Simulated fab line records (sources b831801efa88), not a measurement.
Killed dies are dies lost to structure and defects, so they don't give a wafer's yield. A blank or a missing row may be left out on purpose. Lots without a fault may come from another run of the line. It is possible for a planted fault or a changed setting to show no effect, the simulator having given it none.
fab line records	flow sky130
record: lots: 14	wafers: 38	lastDay: 50
route steps=708 shown SD_N@358 LI_CONTACT@365 CONTACT@417 METAL1@440 PAD_OPEN@708
lots with no fault: from the same line, run without faults
startH: hours from the record's first day to the start of the lot's first wafer shown	waitH: time in hours since the lot's previous step	" repeats the value in the row above	L1.1+2: several wafers, shown together as one row	- no value present, or no start provided	* or withheld: withheld	< > ~ a bound
route shown NAME@n: NAME is a module with steps in the file, n the number in the route of the first one	usual: mean/standard deviation taken from wafers without a fault	same: alike in all rows	chamber/n: place in a boat	sites: the reading at each site	_std_site: standard deviation across them	_edge_site: outer sites' mean less inner sites'	radiusMm: how far each site lies from the wafer's centre	mask NAME#n: copy n	behind: tool/chamber where the wafer was last shaped	hold: why the lot was held/for how many hours/how that ended	device: the n, p or np transistor that did not switch	end of line: at the end of the route, the tests of the same wafers	step lacking rows: just its recipe	killed: dies that structure and defects cost at the first sort, which is not the same as the wafer's yield	map: dies across one wafer; x = killed, . = not, _ = none there
set.NAME: the setting that was run; set.NAME@STEP: the one run at that earlier step	model.NAME: the simulator's own value behind a step, which no gauge read
a sample of lots followed through the steps of the route, with each step as a table and each wafer as a row
services: from which hour (startH, from the record's first day; less than 0 if before it) a tool's chamber was out of use, for how many hours, and why
== steps ==
step: SKY_SD_N_RS_MEAS_16
recipe: thkMeasGauge: four-point-probe
usual: SD_N_RS: 68.63/0.11
lot.wafer	tool	chamber	startH	waitH	SD_N_RS[ohm/sq]
L148.2	filmMetro-02	-	664.09	0.1	68.58
L148.3	"	-	"	"	68.53
L148.6	"	-	"	"	68.54
L149.3	filmMetro-02	-	673.36	0.1	68.54
L149.5	"	-	"	"	68.45
L149.6	"	-	"	"	68.62
L150.1	filmMetro-01	-	679.17	0.1	68.76
L150.2	"	-	"	"	68.74
L150.4	"	-	"	"	68.72
L151.2	filmMetro-03	-	682.09	0.1	68.78
L151.5	"	-	"	"	68.72
L151.6	"	-	"	"	68.77
L152.4	filmMetro-01	-	693.53	0.1	68.55
L152.5	"	-	"	"	68.62
L152.6	"	-	"	"	68.62
L154.2	filmMetro-03	-	710.27	0.1	68.77
L154.5	"	-	"	"	68.62
L154.6	"	-	"	"	68.60
L153.1	filmMetro-02	-	714.17	0.1	68.70
L153.2	"	-	"	"	68.78
L153.3	"	-	"	"	68.65
L155.2	filmMetro-01	-	716.20	0.1	68.83
L155.3	"	-	"	"	68.64
L155.4	"	-	"	"	68.65
L157.4	filmMetro-01	-	721.36	0.1	68.66
L157.5	"	-	"	"	68.58
L157.6	"	-	"	"	68.62
L158.2	filmMetro-02	-	753.59	0.1	68.60
L158.3	"	-	"	"	68.64
L158.5	"	-	"	"	68.67
L161.4	filmMetro-01	-	760.98	0.1	68.69
L162.4	filmMetro-03	-	765.88	0.1	68.66
L162.6	"	-	"	"	68.63
L163.2	filmMetro-01	-	770.89	0.1	68.44
L163.6	"	-	"	"	68.57
L169.2	filmMetro-01	-	812.39	0.1	68.52
L169.4	"	-	"	"	68.34
L169.6	"	-	"	"	68.62
step: SKY_LI_CONTACT_BOW_MEAS_03
recipe: mode: bow
usual: LI_CONTACT_BOW: 53/6.7
lot.wafer	tool	chamber	startH	waitH	LI_CONTACT_BOW[um]
L148.2	filmMetro-03	-	664.93	0.2	52
L148.3	"	-	"	"	56
L148.6	"	-	"	"	49
L149.3	filmMetro-03	-	674.20	0.2	48
L149.5	"	-	"	"	45
L149.6	"	-	"	"	48
L150.1	filmMetro-01	-	680.01	0.1	56
L150.2	"	-	"	"	59
L150.4	"	-	"	"	54
L151.2	filmMetro-02	-	682.93	0.1	47
L151.5	"	-	"	"	46
L151.6	"	-	"	"	54
L152.4	filmMetro-02	-	694.37	0.2	57
L152.5	"	-	"	"	50
L152.6	"	-	"	"	62
L154.2	filmMetro-03	-	711.13	0.2	54
L154.5	"	-	"	"	56
L154.6	"	-	"	"	68
L153.1	filmMetro-01	-	715.01	0.2	56
L153.2	"	-	"	"	56
L153.3	"	-	"	"	70
L155.2	filmMetro-02	-	717.04	0.1	53
L155.3	"	-	"	"	51
L155.4	"	-	"	"	50
L157.4	filmMetro-02	-	722.26	0.3	62
L157.5	"	-	"	"	51
L157.6	"	-	"	"	50
L158.2	filmMetro-02	-	754.43	0.1	52
L158.3	"	-	"	"	47
L158.5	"	-	"	"	49
L161.4	filmMetro-02	-	761.82	0.2	57
L162.4	filmMetro-01	-	766.72	0.3	53
L162.6	"	-	"	"	63
L163.2	filmMetro-02	-	771.73	0.3	66
L163.6	"	-	"	"	54
L169.2	filmMetro-03	-	813.23	0.2	54
L169.4	"	-	"	"	65
L169.6	"	-	"	"	64
step: SKY_CONTACT_EXPOSE_11
recipe: maskId: CTM1	na: 0.8	sourceShape: annular	sigmaInner: 0.55	sigmaOuter: 0.85	targetCdNm: 170	doseMj: 38
same: sigmaOuter: 0.85
lot.wafer	tool	chamber	startH	waitH	mask
L148.2+3+6	krfScanner-01	0	737.97	-	CTM1#0
L149.3+5+6	krfScanner-02	0	747.97	-	CTM1#0
L150.1+2+4	krfScanner-01	0	752.55	-	CTM1#0
L151.2+5+6	krfScanner-02	0	756.00	-	CTM1#0
L152.4+5+6	krfScanner-02	0	767.09	-	CTM1#0
L154.2+5+6	krfScanner-01	0	781.94	-	CTM1#0
L153.1+2+3	krfScanner-01	0	786.35	-	CTM1#0
L155.2+3+4	krfScanner-01	0	787.52	-	CTM1#0
L157.4+5+6	krfScanner-02	0	793.53	-	CTM1#0
L158.2+3+5	krfScanner-01	0	824.94	-	CTM1#0
L161.4	krfScanner-02	0	831.66	-	CTM1#0
L162.4+6	krfScanner-02	0	836.09	-	CTM1#0
L163.2+6	krfScanner-02	0	841.72	-	CTM1#0
L169.2+4+6	krfScanner-01	0	882.01	-	CTM1#0
step: SKY_CONTACT_CD_MEAS_14
recipe: targetCdNm: 170
usual: cdNm: 170.0/1.5
lot.wafer	tool	chamber	startH	waitH	hold	cdNm
L148.2	cdSem-02	-	750.77	-	-	171.4
L148.3	"	-	"	"	-	171.9
L148.6	"	-	"	"	-	172.2
L149.3	cdSem-02	-	761.55	-	-	169.5
L149.5	"	-	"	"	-	168.8
L149.6	"	-	"	"	-	169.3
L150.1	cdSem-02	-	765.93	-	-	170.3
L150.2	"	-	"	"	-	171.2
L150.4	"	-	"	"	-	170.3
L151.2	cdSem-02	-	769.15	-	-	168.8
L151.5	"	-	"	"	-	167.9
L151.6	"	-	"	"	-	168.5
L152.4	cdSem-01	-	779.81	-	-	168.7
L152.5	"	-	"	"	-	169.1
L152.6	"	-	"	"	-	167.4
L154.2	cdSem-02	-	794.97	-	-	169.7
L154.5	"	-	"	"	-	168.0
L154.6	"	-	"	"	-	169.8
L153.1	cdSem-01	-	799.81	-	-	172.7
L153.2	"	-	"	"	-	171.2
L153.3	"	-	"	"	-	170.5
L155.2	cdSem-02	-	800.77	-	-	171.1
L155.3	"	-	"	"	-	171.8
L155.4	"	-	"	"	-	171.4
L157.4	cdSem-01	-	806.76	-	-	170.4
L157.5	"	-	"	"	-	170.7
L157.6	"	-	"	"	-	169.6
L158.2	cdSem-01	-	837.42	-	-	168.2
L158.3	"	-	"	"	-	167.4
L158.5	"	-	"	"	-	167.1
L161.4	cdSem-01	-	844.92	-	awaitDispo/0.2h/release	111.6
L161.4	cdSem-01	-	845.21	0.3	-	111.6
L162.4	cdSem-02	-	849.09	-	awaitDispo/0.2h/release	109.4
L162.6	"	-	"	"	awaitDispo/0.2h/release	170.0
L162.4	cdSem-02	-	849.38	0.3	-	109.4
L162.6	"	-	"	"	-	169.8
L163.2	cdSem-01	-	855.13	-	awaitDispo/0.2h/release	109.6
L163.6	"	-	"	"	awaitDispo/0.2h/release	169.0
L163.2	cdSem-01	-	855.42	0.3	-	109.5
L163.6	"	-	"	"	-	168.8
L169.2	cdSem-01	-	892.90	-	-	169.9
L169.4	"	-	"	"	-	170.4
L169.6	"	-	"	"	-	170.0
step: SKY_METAL1_THK_MEAS_06
recipe: thkMeasGauge: xrf	reads: AlCu_of_METAL1_SPUTTER_02
usual: METAL1_ALCU_THK: 255/3.2
lot.wafer	tool	chamber	startH	waitH	METAL1_ALCU_THK[nm]
L148.2	filmMetro-02	-	752.55	0.1	255
L148.3	"	-	"	"	257
L148.6	"	-	"	"	255
L149.3	filmMetro-04	-	763.32	0.1	249
L149.5	"	-	"	"	253
L149.6	"	-	"	"	250
L150.1	filmMetro-03	-	767.76	0.1	257
L150.2	"	-	"	"	252
L150.4	"	-	"	"	255
L151.2	filmMetro-04	-	770.93	0.1	249
L151.5	"	-	"	"	250
L151.6	"	-	"	"	247
L152.4	filmMetro-04	-	781.58	0.1	246
L152.5	"	-	"	"	250
L152.6	"	-	"	"	250
L154.2	filmMetro-02	-	796.79	0.1	259
L154.5	"	-	"	"	255
L154.6	"	-	"	"	260
L153.1	filmMetro-04	-	801.64	0.1	259
L153.2	"	-	"	"	256
L153.3	"	-	"	"	257
L155.2	filmMetro-04	-	802.56	0.1	257
L155.3	"	-	"	"	259
L155.4	"	-	"	"	261
L157.4	filmMetro-03	-	808.62	0.1	255
L157.5	"	-	"	"	253
L157.6	"	-	"	"	259
L158.2	filmMetro-04	-	839.21	0.1	254
L158.3	"	-	"	"	256
L158.5	"	-	"	"	255
L162.6	filmMetro-04	-	853.89	0.1	258
L163.6	filmMetro-04	-	870.49	0.1	254
L169.2	filmMetro-02	-	894.72	0.1	255
L169.4	"	-	"	"	252
L169.6	"	-	"	"	253
step: SKY_PAD_OPEN_PROBE_99
usual: killed_at_M0_to_M3: 43/6.8	killed_at_M4_up: 3.0/1.6	killedAtContacts: 25/6	killedAtFrontEnd: 15/4.4	killedAtOther: 0.3/0.52	killedDies: 86/9.6	killedOnRim: 17/3.5	killedOpen: 47/6.7	killedShort: 39/6.8
same: grossDies: 492	killedAtBackSide: 0
lot.wafer	tool	chamber	startH	waitH	hold	killed_at_M0_to_M3	killed_at_M4_up	killedAtContacts	killedAtFrontEnd	killedAtOther	killedDies	killedOnRim	killedOpen	killedShort
L148.2	prober-02	-	1088.33	0.1	-	38	0	20	14	0	72	12	46	26
L148.3	prober-02	-	1088.38	0.2	-	51	2	32	18	0	103	21	50	53
L148.6	prober-02	-	1088.53	0.2	-	36	4	32	13	0	85	18	45	40
L153.1	prober-02	-	1126.81	0.1	-	34	3	25	20	0	82	17	51	31
L153.2	prober-02	-	1126.86	0.1	-	45	1	28	17	0	91	21	58	33
L153.3	prober-02	-	1126.91	0.2	-	35	3	29	19	0	86	14	48	38
L161.4	prober-01	-	1158.45	0.2	awaitDispo/4.3h/release	31	2	445	14	0	492	96	33	40
L162.4	prober-02	-	1160.13	0.2	awaitDispo/3.1h/release	33	4	439	16	0	492	96	35	40
L162.6	prober-02	-	1160.23	0.2	awaitDispo/3.1h/release	41	2	18	9	1	71	15	32	38
L163.2	prober-01	-	1165.25	0.1	awaitDispo/4.5h/release	58	2	413	19	0	492	96	54	44
L163.6	prober-01	-	1165.45	0.2	awaitDispo/4.5h/release	44	4	24	14	1	87	22	46	40
L169.2	prober-01	-	1190.43	0.1	-	43	2	31	25	0	101	21	56	44
L169.4	prober-01	-	1190.53	0.2	-	42	6	21	12	1	82	24	40	40
L169.6	prober-01	-	1190.63	0.2	-	39	4	24	14	0	81	14	50	30
killed by level:class
L148.2 VIA1:geometricParticle:open=9 VIA3:geometricParticle:open=7 CONTACT:geometricParticle:open=6 FIELD_ISO:geometricParticle:open=5 POLY_GATE:geometricParticle:open=5 LI_CONTACT:geometricParticle:open=5 VIA2:geometricParticle:short=5 METAL1:geometricParticle:short=4
L148.3 LI_CONTACT:geometricParticle:open=10 CONTACT:geometricParticle:open=10 CONTACT:geometricParticle:short=9 METAL1:geometricParticle:short=9 METAL2:geometricParticle:short=9 VIA3:geometricParticle:open=9 FIELD_ISO:geometricParticle:short=8 VIA1:geometricParticle:open=6
L148.6 CONTACT:geometricParticle:open=8 VIA1:geometricParticle:open=8 LI_CONTACT:geometricParticle:open=7 LOCAL_INTERCONNECT:geometricParticle:short=6 CONTACT:geometricParticle:short=6 FIELD_ISO:geometricParticle:short=4 LI_CONTACT:geometricParticle:short=4 METAL1:geometricParticle:short=4
L153.1 VIA1:geometricParticle:open=14 CONTACT:geometricParticle:open=10 LI_CONTACT:geometricParticle:open=9 FIELD_ISO:geometricParticle:open=7 POLY_GATE:geometricParticle:short=6 FIELD_ISO:geometricParticle:short=5 VIA2:geometricParticle:open=5 CONTACT:geometricParticle:short=4
L153.2 VIA1:geometricParticle:open=12 CONTACT:geometricParticle:open=10 FIELD_ISO:geometricParticle:open=9 LI_CONTACT:geometricParticle:open=9 VIA3:geometricParticle:open=7 VIA2:geometricParticle:open=6 VIA1:geometricParticle:short=6 CONTACT:geometricParticle:short=5
L153.3 CONTACT:geometricParticle:open=11 VIA2:geometricParticle:open=7 METAL1:geometricParticle:short=6 LI_CONTACT:geometricParticle:open=6 FIELD_ISO:geometricParticle:open=5 CONTACT:geometricParticle:short=5 VIA3:geometricParticle:open=5 FIELD_ISO:geometricParticle:short=4
L161.4 CONTACT:areaExpose=418 CONTACT:geometricParticle:open=13 VIA3:geometricParticle:open=7 VIA1:geometricParticle:short=6 POLY_GATE:geometricParticle:short=5 LOCAL_INTERCONNECT:geometricParticle:short=5 CONTACT:geometricParticle:short=5 METAL1:geometricParticle:short=4
L162.4 CONTACT:areaExpose=417 VIA1:geometricParticle:open=7 LI_CONTACT:geometricParticle:open=6 CONTACT:geometricParticle:open=6 FIELD_ISO:geometricParticle:short=5 POLY_GATE:geometricParticle:short=5 VIA2:geometricParticle:short=5 VIA3:geometricParticle:open=5
L162.6 VIA1:geometricParticle:open=9 LI_CONTACT:geometricParticle:short=7 METAL1:geometricParticle:short=7 CONTACT:geometricParticle:open=5 FIELD_ISO:geometricParticle:open=4 METAL2:geometricParticle:short=4 VIA3:geometricParticle:short=4 CONTACT:geometricParticle:short=3
L163.2 CONTACT:areaExpose=394 VIA1:geometricParticle:open=11 VIA3:geometricParticle:open=10 METAL2:geometricParticle:short=9 LI_CONTACT:geometricParticle:open=8 VIA2:geometricParticle:open=8 POLY_GATE:geometricParticle:open=5 POLY_GATE:geometricParticle:short=5
L163.6 CONTACT:geometricParticle:open=9 VIA1:geometricParticle:open=9 FIELD_ISO:geometricParticle:open=7 CONTACT:geometricParticle:short=7 VIA2:geometricParticle:open=7 METAL1:geometricParticle:short=6 LI_CONTACT:geometricParticle:open=4 VIA1:geometricParticle:short=4
L169.2 METAL1:geometricParticle:short=9 LI_CONTACT:geometricParticle:open=8 CONTACT:geometricParticle:open=8 VIA3:geometricParticle:open=8 FIELD_ISO:geometricParticle:open=7 VIA1:geometricParticle:open=7 VIA2:geometricParticle:open=7 LI_CONTACT:geometricParticle:short=6
L169.4 CONTACT:geometricParticle:open=9 VIA1:geometricParticle:open=8 CONTACT:geometricParticle:short=6 VIA1:geometricParticle:short=6 VIA3:geometricParticle:open=6 VIA3:geometricParticle:short=6 METAL4:geometricParticle:short=5 METAL1:geometricParticle:short=5
L169.6 VIA1:geometricParticle:open=11 VIA2:geometricParticle:open=9 CONTACT:geometricParticle:open=8 LI_CONTACT:geometricParticle:open=7 FIELD_ISO:geometricParticle:open=4 METAL2:geometricParticle:short=4 FIELD_ISO:geometricParticle:short=3 POLY_GATE:geometricParticle:open=3
== services ==
tool	chamber	startH	hours	kind
krfScanner-01	0	715.46	-	calibration
krfScanner-01	-	771.82	1.0	pm
krfScanner-02	-	774.40	1.0	pm
krfScanner-01	-	775.40	0.8	pm
krfScanner-02	0	790.76	-	calibration
krfScanner-02	-	791.94	1.3	pm
krfScanner-01	-	807.80	0.8	pm
krfScanner-02	-	845.49	4.0	pm
krfScanner-01	-	852.21	3.9	repair
krfScanner-01	-	864.17	1.3	pm
krfScanner-01	-	872.35	1.8	repair
== key ==
firstSign: step: SKY_CONTACT_CD_MEAS_14	reading: visit	direction: added
effect: step: SKY_CONTACT_CD_MEAS_14	reading: cdNm	direction: down	sigmas: 41	usual: 170.0	struck: 110.2
effect: step: SKY_PAD_OPEN_PROBE_99	reading: killedAtContacts	direction: up	sigmas: 68	usual: 25	struck: 432
moreKillsBornAt: SKY_CONTACT_EXPOSE_11@krfScanner-02: 1229
metAt SKY_CONTACT_EXPOSE_11
struckLots L161,L162,L163
struckWafers L161.4,L162.4,L163.2
laterRowsLeftOut L161.4,L162.4,L163.2
testerLeftOut L161,L162,L163
notActingAt SKY_SD_N_RS_MEAS_16,SKY_LI_CONTACT_BOW_MEAS_03,SKY_METAL1_THK_MEAS_06
onsetBetween 793.53 831.66
fault: kind: processParameterDrift	tool: krfScanner-02	chamber: -	onsetH: 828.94	steps: SKY_CONTACT_EXPOSE_11	channel: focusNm	offset: 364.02	shape: step	endH: 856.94	scope: struckWafersOnly
testerLeftOut: of these lots the tester's yield and bins aren't shown, on N5 and GAA mostly nor the transistor test; their killed dies are dies lost to structure and defects alone, not to doping, threshold or leakage, so they don't give the yield
laterRowsLeftOut: the simulator's readings of these wafers behind a module that went badly wrong aren't trusted and aren't shown, but for the sort
